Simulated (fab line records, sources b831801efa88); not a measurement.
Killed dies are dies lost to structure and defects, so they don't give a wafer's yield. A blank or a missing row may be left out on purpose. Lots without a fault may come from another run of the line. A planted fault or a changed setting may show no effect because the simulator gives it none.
A struck lot beside a sound one | flow sfq_line | 42 steps out of a route of 325
Sound: wafers L687.1, L687.4, L687.6. Struck: wafer L693.1. (L693.3, L693.5 of the same lot were not struck and are left out.) The cause comes at the end.
At each step with rows: each side's tool, then ch and its chambers, then its first start. Under that, the readings that differ: sound wafers | struck wafers | difference of the means | sigmas: that difference in standard deviations of wafers without a fault.
alike: readings whose means differ by less than 2 such deviations, and words and numbers that are the same on both sides. not compared: withheld readings, readings that some wafer has no value for, bounds like >300 that may hide the same value, and numbers for which the record gives no deviation and whose values overlap.
The two part at a step that has a row with sigmas, a row that says differs or no value, or rows on one side only. Numbers that don't overlap but have no deviation are shown without sigmas and don't part them. A reading that every wafer of one side lacks parts them only if that side has two wafers or more.

first, 6 steps without rows for these wafers: SFQ_TRILAYER_M2_LITHO_COAT_062 (resist thk 62 nm); SFQ_TRILAYER_M2_LITHO_COAT_057 (resist thk 600 nm); SFQ_TRILAYER_M2_LITHO_SOFTBAKE_061; SFQ_TRILAYER_M2_LITHO_EXPOSE_058 (exposes mask M2, target cd 500 nm); SFQ_TRILAYER_M2_LITHO_PEB_060 (peb time 60 s); SFQ_TRILAYER_M2_LITHO_DEVELOP_059 (time 60 s).
SFQ_M2_OVL_MEAS_916:
  sound on overlay-02, day 30 20:55; struck on overlay-01, day 34 03:02
  alike: M2_OVL
then, 1 step without rows for these wafers: SFQ_TRILAYER_M2_BARC_OPEN_METAL_ETCH_077 (etches BARC in O2, target depth 125 nm, time 43.11 s).
SFQ_TRILAYER_M2_ETCH_METAL_ETCH_060: etches Nb in Cl2/Ar, stops on SiO2, target depth 240 nm, time 120 s.
  sound on rie_metal-02 ch 0,1, day 30 21:01; struck on rie_metal-02 ch 0, day 34 03:08
  reading                     | sound       | struck | difference | sigmas
  drypump_motor_current_A (A) | 6.7 5.4 5.4 | 6.7    | +0.9       | +2
  alike: bias_w, oes_product_au
  not compared: rf_hours_counter_h
SFQ_TRILAYER_M2_STRIP_STRIP_061: strips in O2.
  sound on rie_metal-02 ch 0,1, day 30 21:08; struck on rie_metal-02 ch 0, day 34 03:16
  reading                     | sound       | struck | difference | sigmas
  drypump_motor_current_A (A) | 6.7 5.4 5.4 | 6.7    | +0.9       | +2
  alike: oes_product_au
  not compared: rf_hours_counter_h
then, 2 steps without rows for these wafers: SFQ_TRILAYER_M2_STRIP_SOLV_CLEAN_062 (cleans in NMP, time 600 s); SFQ_TRILAYER_I2_DEP_PECVD_063 (deposits SiO2 from SiH4/N2O, time 111.11 s, target thk 500 nm).
SFQ_TRILAYER_I2_CMP_CMP_064: polishes SiO2.
  sound on cmp-02 ch 0,1, day 30 22:30; struck on cmp-01 ch 0, day 34 05:37
  reading                                             | sound             | struck | difference | sigmas
  motor_current_A (A)                                 | 9.9 8.6 9.5       | 11.2   | +1.9       | +3
  time_to_endpoint_s (s)                              | 211 232 229       | 246    | +22        | +3
  model.SiO2_of_TRILAYER_I2_DEP_PECVD_063.thk_nm (nm) | 202.5 201.2 201.4 | 150.5  | -51.2      |
  alike: head_pressure_psi
SFQ_I2_BOW_MEAS_917:
  sound on film_metro-03, day 31 01:00; struck on film_metro-01, day 34 07:07
  alike: I2_BOW
SFQ_TRILAYER_I2_METRO_MEASURE_065:
  sound on film_metro-03, day 31 01:07; struck on film_metro-01, day 34 07:14
  reading     | sound             | struck | difference | sigmas
  thk_nm (nm) | 202.5 201.3 201.5 | 150.3  | -51.5      | -51
then, 6 steps without rows for these wafers: SFQ_TRILAYER_I2_VIA_LITHO_COAT_072 (resist thk 62 nm); SFQ_TRILAYER_I2_VIA_LITHO_COAT_067 (resist thk 650 nm); SFQ_TRILAYER_I2_VIA_LITHO_SOFTBAKE_071; SFQ_TRILAYER_I2_VIA_LITHO_EXPOSE_068 (exposes mask I2, target cd 500 nm); SFQ_TRILAYER_I2_VIA_LITHO_PEB_070 (peb time 60 s); SFQ_TRILAYER_I2_VIA_LITHO_DEVELOP_069 (time 60 s).
-- the record jumps here: 7 days lie between the struck wafers' starts before and after --
SFQ_I2_OVL_MEAS_918:
  sound on overlay-02, day 37 15:25; struck on overlay-01, day 40 23:08
  alike: I2_OVL
SFQ_TRILAYER_I2_VIA_BARC_OPEN_VIA_ETCH_096: etches BARC in O2, target depth 125 nm, time 41.7 s.
  sound on rie_diel-03 ch 1,2,3, day 37 15:27; struck on rie_diel-03 ch 1, day 40 23:10
  alike: bias_w, drypump_motor_current_A, oes_product_au
  not compared: rf_hours_counter_h
SFQ_TRILAYER_I2_VIA_ETCH_VIA_ETCH_070: etches SiO2 in CHF3, stops on Nb, target depth 260 nm.
  sound on rie_diel-03 ch 1,2,3, day 37 15:29; struck on rie_diel-03 ch 1, day 40 23:13
  reading                        | sound             | struck | difference | sigmas
  bias_w (W)                     | 79.97 80.23 79.98 | 80.66  | +0.60      | +3
  oes_product_au (a.u.)          | 0.862 0.856 0.862 | 0.735  | -0.125     | -22
  model.I2.feature_depth_nm (nm) | 202.5 201.2 201.4 | 150.5  | -51.2      |
  model.etch.depth_nm (nm)       | 202.5 201.2 201.4 | 150.5  | -51.2      |
  alike: drypump_motor_current_A
SFQ_TRILAYER_I2_VIA_STRIP_STRIP_071: strips in O2.
  sound on rie_metal-03 ch 0,1, day 37 15:37; struck on rie_metal-01 ch 1, day 40 23:19
  alike: drypump_motor_current_A, oes_product_au
  not compared: rf_hours_counter_h
then, 1 step without rows for these wafers: SFQ_TRILAYER_I2_VIA_STRIP_SOLV_CLEAN_072 (cleans in NMP, time 600 s).
SFQ_TRILAYER_M3_DEP_PRE_CLEAN_074: time 22.5 s.
  sound on pvd_sputter-03, day 37 16:23; struck on pvd_sputter-04, day 41 00:06
  reading                                             | sound           | struck | difference | sigmas
  model.SiO2_of_TRILAYER_I2_DEP_PECVD_063.thk_nm (nm) | 195 193.7 193.9 | 143    | -51        |
then, 1 step without rows for these wafers: SFQ_TRILAYER_M3_DEP_SPUTTER_073 (material Nb, target thk 200 nm, time 133.3 s).
SFQ_M3_RS_MEAS_919: measures by four-point-probe.
  sound on film_metro-02, day 37 16:30; struck on film_metro-03, day 41 00:13
  alike: M3_NB_RS
then, 6 steps without rows for these wafers: SFQ_TRILAYER_M3_LITHO_COAT_080 (resist thk 62 nm); SFQ_TRILAYER_M3_LITHO_COAT_075 (resist thk 600 nm); SFQ_TRILAYER_M3_LITHO_SOFTBAKE_079; SFQ_TRILAYER_M3_LITHO_EXPOSE_076 (exposes mask M3, target cd 500 nm); SFQ_TRILAYER_M3_LITHO_PEB_078 (peb time 60 s); SFQ_TRILAYER_M3_LITHO_DEVELOP_077 (time 60 s).
-- the record jumps here: 6 days lie between the struck wafers' starts before and after --
SFQ_M3_OVL_MEAS_921:
  sound on overlay-01, day 44 06:35; struck on overlay-01, day 46 20:04
  alike: M3_OVL
then, 2 steps without rows for these wafers: SFQ_TRILAYER_M3_BARC_OPEN_METAL_ETCH_100 (etches BARC in O2, target depth 125 nm, time 41.7 s); SFQ_TRILAYER_M3_ETCH_METAL_ETCH_078 (etches Nb in Cl2/Ar, stops on SiO2, target depth 240 nm, time 120 s).
SFQ_TRILAYER_M3_STRIP_STRIP_079: strips in O2.
  sound on rie_metal-02 ch 0,1, day 44 06:49; struck on rie_metal-04 ch 1, day 46 20:17
  alike: drypump_motor_current_A, oes_product_au
  not compared: rf_hours_counter_h
then, 2 steps without rows for these wafers: SFQ_TRILAYER_M3_STRIP_SOLV_CLEAN_080 (cleans in NMP, time 600 s); SFQ_TRILAYER_I3_DEP_PECVD_081 (deposits SiO2 from SiH4/N2O, time 111.11 s, target thk 500 nm).
-- the record jumps here: 36 days lie between the struck wafers' starts before and after --
SFQ_M8_BOW_MEAS_951:
  sound on film_metro-01, day 80 00:09; struck on film_metro-03, day 83 04:31
  reading                 | sound             | struck | difference | sigmas
  model.etest.i2.link_ohm | 1.983 1.965 1.973 | 1.895  | -0.079     |
  alike: M8_BOW

WHERE THEY PART
First at SFQ_TRILAYER_M2_ETCH_METAL_ETCH_060; last, within this record, at SFQ_TRILAYER_I2_VIA_ETCH_VIA_ETCH_070. Later steps at which nothing parts them and some readings are alike: SFQ_TRILAYER_I2_VIA_STRIP_STRIP_071, SFQ_M3_RS_MEAS_919, SFQ_M3_OVL_MEAS_921, SFQ_TRILAYER_M3_STRIP_STRIP_079, SFQ_M8_BOW_MEAS_951.

WHY: what the simulator had put in
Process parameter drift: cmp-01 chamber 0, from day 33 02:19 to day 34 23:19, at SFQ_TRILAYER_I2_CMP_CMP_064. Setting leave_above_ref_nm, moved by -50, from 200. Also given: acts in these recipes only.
